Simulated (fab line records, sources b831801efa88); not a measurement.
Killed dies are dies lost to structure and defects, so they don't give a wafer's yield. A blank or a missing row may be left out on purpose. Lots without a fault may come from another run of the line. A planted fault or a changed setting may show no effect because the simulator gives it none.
Which tool did it? | flow sky130 | 13 lots, 38 wafers sampled, at 2 steps of a route of 708

WHAT THE GAUGES READ, wafer by wafer
SKY_VIA2_THK_MEAS_01. Usual: VIA2_HDPCVD_THK 1181 nm, standard deviation 11.
lot  | measured     | on            | VIA2_HDPCVD_THK (nm) | flag
L389 | day 35 02:43 | film_metro-01 | 1184 1187 1178       |
L391 | day 35 16:37 | film_metro-01 | 1152 1168 1168       |
L392 | day 36 04:55 | film_metro-04 | 1170 1169 1153       |
L395 | day 37 07:32 | film_metro-02 | 1180 1170 1165       |
L396 | day 37 13:04 | film_metro-04 | 1175 1180 1172       |
L397 | day 38 00:13 | film_metro-02 | 1170 1155 1178       |
L398 | day 38 05:14 | film_metro-01 | 1173 1169 1168       |
L400 | day 38 17:25 | film_metro-04 | 1183 1198 1196       |
L401 | day 38 21:21 | film_metro-04 | 1166 1188 1182       |
L406 | day 40 13:13 | film_metro-04 | 883 1195             | OFF
L409 | day 41 08:39 | film_metro-01 | 1173 1179 1176       |
L410 | day 41 16:52 | film_metro-02 | 1189 1184 1185       |
L411 | day 41 22:49 | film_metro-02 | 1178 1170 1169       |

WHICH TOOL RAN EACH LOT (tool, then ch and the chambers of the sampled wafers, then the start)
lot  | SKY_VIA2_HDPCVD_00
L389 | hdpcvd-02 ch 0,1,2, day 35 02:37
L391 | hdpcvd-02 ch 0,1, day 35 16:26
L392 | hdpcvd-02 ch 0,2, day 36 04:47
L395 | hdpcvd-01 ch 0,1,2, day 37 07:24
L396 | hdpcvd-01 ch 0,2, day 37 12:55
L397 | hdpcvd-01 ch 0,1, day 38 00:04
L398 | hdpcvd-02 ch 0,1, day 38 05:03
L400 | hdpcvd-02 ch 0,1,2, day 38 17:17
L401 | hdpcvd-01 ch 1,2, day 38 21:13
L406 | hdpcvd-02 ch 0,2, day 40 13:08
L409 | hdpcvd-01 ch 0,1,2, day 41 08:31
L410 | hdpcvd-01 ch 0,1,2, day 41 16:47
L411 | hdpcvd-01 ch 1,2, day 41 22:41
- SKY_VIA2_HDPCVD_00: deposits SiO2, target thk 1180 nm, time 196.7 s.

WHAT THE TOOLS THEMSELVES READ (means of the sampled wafers that have a number; where no wafer has one, the mark that the record gives instead)
SKY_VIA2_HDPCVD_00. Usual: run_length_s 224.9 s, standard deviation 0.34; sih4_flow_sccm 60.01 sccm, standard deviation 0.18; susceptor_temp_C 400.00 C, standard deviation 0.24.
lot  | tool      | run_length_s (s) | sih4_flow_sccm (sccm) | susceptor_temp_C (C) | flag
L389 | hdpcvd-02 | 224.9            | 60.10                 | 400.15               |
L391 | hdpcvd-02 | 225.2            | 59.84                 | 400.01               |
L392 | hdpcvd-02 | 225.0            | 60.11                 | 399.87               |
L395 | hdpcvd-01 | 224.8            | 59.98                 | 399.96               |
L396 | hdpcvd-01 | 225.0            | 59.86                 | 399.91               |
L397 | hdpcvd-01 | 225.1            | 59.88                 | 400.31               |
L398 | hdpcvd-02 | 225.0            | 60.21                 | 399.98               |
L400 | hdpcvd-02 | 224.8            | 59.92                 | 400.01               |
L401 | hdpcvd-01 | 224.7            | 60.01                 | 400.15               |
L406 | hdpcvd-02 | 200.2            | 59.86                 | 400.25               | OFF
L409 | hdpcvd-01 | 224.7            | 59.90                 | 400.13               |
L410 | hdpcvd-01 | 225.1            | 59.97                 | 399.92               |
L411 | hdpcvd-01 | 224.9            | 59.92                 | 400.09               |

THE ANSWER, worked out from the rows above alone
Rule: a lot is off if the mean of its wafers that have a number lies more than 3 standard deviations from the usual mean. A lot without any number at a reading at which 4 lots or more have one is off too. The other lots that the step has rows for count as sound. The gauges are gone through in route order, then the tools' own readings, and for those a lot's mean is taken as printed above. The first step at which some lot is off is used, and at that step the reading that is off furthest; a lot without a number counts as furthest.
Off: L406, at SKY_VIA2_THK_MEAS_01 (VIA2_HDPCVD_THK).
A tool fits if, at a process step before that reading, it ran every lot that is off, and no sound lot after the first of them. The gauges at SKY_VIA2_THK_MEAS_01 aren't tried: what is off there is off at SKY_VIA2_HDPCVD_00 too, on other tools, and a gauge's error can't cause that. One fits: hdpcvd-02 at SKY_VIA2_HDPCVD_00. Its last sound lot is L400 (day 38 17:17), its first lot that is off L406 (day 40 13:08): a fault that began between those two fits.
The tool's own readings at SKY_VIA2_HDPCVD_00 bear it out: on the lots that are off they differ by more than 5 times the standard deviation of the sound lots' means. run_length_s reads 200.2 s there against 224.9 s on the sound lots.

WHAT THE SIMULATOR HAD PUT IN
Process parameter drift: hdpcvd-02, from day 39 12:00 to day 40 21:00, at SKY_VIA2_HDPCVD_00. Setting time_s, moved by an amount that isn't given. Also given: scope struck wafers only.
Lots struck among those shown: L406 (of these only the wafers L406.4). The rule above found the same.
